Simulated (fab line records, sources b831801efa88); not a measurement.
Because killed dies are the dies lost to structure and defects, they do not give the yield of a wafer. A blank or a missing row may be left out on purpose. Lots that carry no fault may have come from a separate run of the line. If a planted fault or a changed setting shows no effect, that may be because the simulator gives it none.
2 desks, one fault / flow sky130 / each desk has only its own numbers; what lay behind them comes last

METROLOGY DESK
What the gauges read for every lot (on any tool): the sampled wafers with a number, averaged. Marked OUT: a lot whose mean sits more than 4 standard deviations from the usual mean, which makes it out of limits; the brackets give that distance.
Columns: A = METAL4_OVL at SKY_METAL4_OVL_MEAS_14, usual 4 nm
lot=L962; first seen here=day 41 21:10; A=-2
lot=L963; first seen here=day 41 23:44; A=-3
lot=L964; first seen here=day 42 10:58; A=5
lot=L966; first seen here=day 42 23:40; A=4
lot=L967; first seen here=day 43 02:41; A=4
lot=L968; first seen here=day 44 12:16; A=6
lot=L969; first seen here=day 44 15:20; A=8
lot=L971; first seen here=day 44 15:53; A=-1
lot=L970; first seen here=day 44 17:25; A=2
lot=L972; first seen here=day 44 18:02; A=9
lot=L974; first seen here=day 45 04:49; A=6
lot=L978; first seen here=day 46 04:10; A=7
lot=L979; first seen here=day 46 08:50; A=7
This desk found nothing out of limits on any of the 13 lots.

THE TOOL OWNER'S DESK: cmp-01
The tool's own readings at SKY_CONTACT_CMP_27 (polishes, stops on SiO2, t overpolish 15 s, target thk 0 nm): means of the sampled wafers that have a number, for each lot that ran on this tool. Marked OUT: a lot whose mean sits more than 4 standard deviations from the usual mean, which makes it out of limits; the brackets give that distance.
Columns: A = head pressure psi at SKY_CONTACT_CMP_27, usual 3.500 psi; B = motor current A at SKY_CONTACT_CMP_27, usual 10.8 A; C = overpolish run s at SKY_CONTACT_CMP_27, usual 15.000 s; D = time to endpoint s at SKY_CONTACT_CMP_27, usual 79 s
lot=L962; first seen here=day 31 18:01; A=3.492; B=9.8; C=14.995; D=79
lot=L963; first seen here=day 31 21:26; A=3.494; B=10.7; C=14.996; D=80
lot=L964; first seen here=day 32 05:14; A=3.506; B=10.9; C=15.009; D=80
lot=L968; first seen here=day 34 15:42; A=3.498; B=10.9; C=14.998; D=76
lot=L969; first seen here=day 34 16:37; A=3.501; B=11.5; C=15.005; D=74
lot=L971; first seen here=day 34 17:27; A=3.511; B=11.5; C=14.997; D=79
lot=L978; first seen here=day 36 16:08; A=3.497; B=10.4; C=14.998; D=76
lot=L979; first seen here=day 36 20:23; A=3.501; B=10.0; C=15.000; D=76
This desk found nothing out of limits on any of the 8 lots.

TAKEN TOGETHER
At the metrology desk, nothing out of limits was observed.
The tool owner's desk saw nothing out of limits.

WHAT HAD BEEN PUT IN BY THE SIMULATOR
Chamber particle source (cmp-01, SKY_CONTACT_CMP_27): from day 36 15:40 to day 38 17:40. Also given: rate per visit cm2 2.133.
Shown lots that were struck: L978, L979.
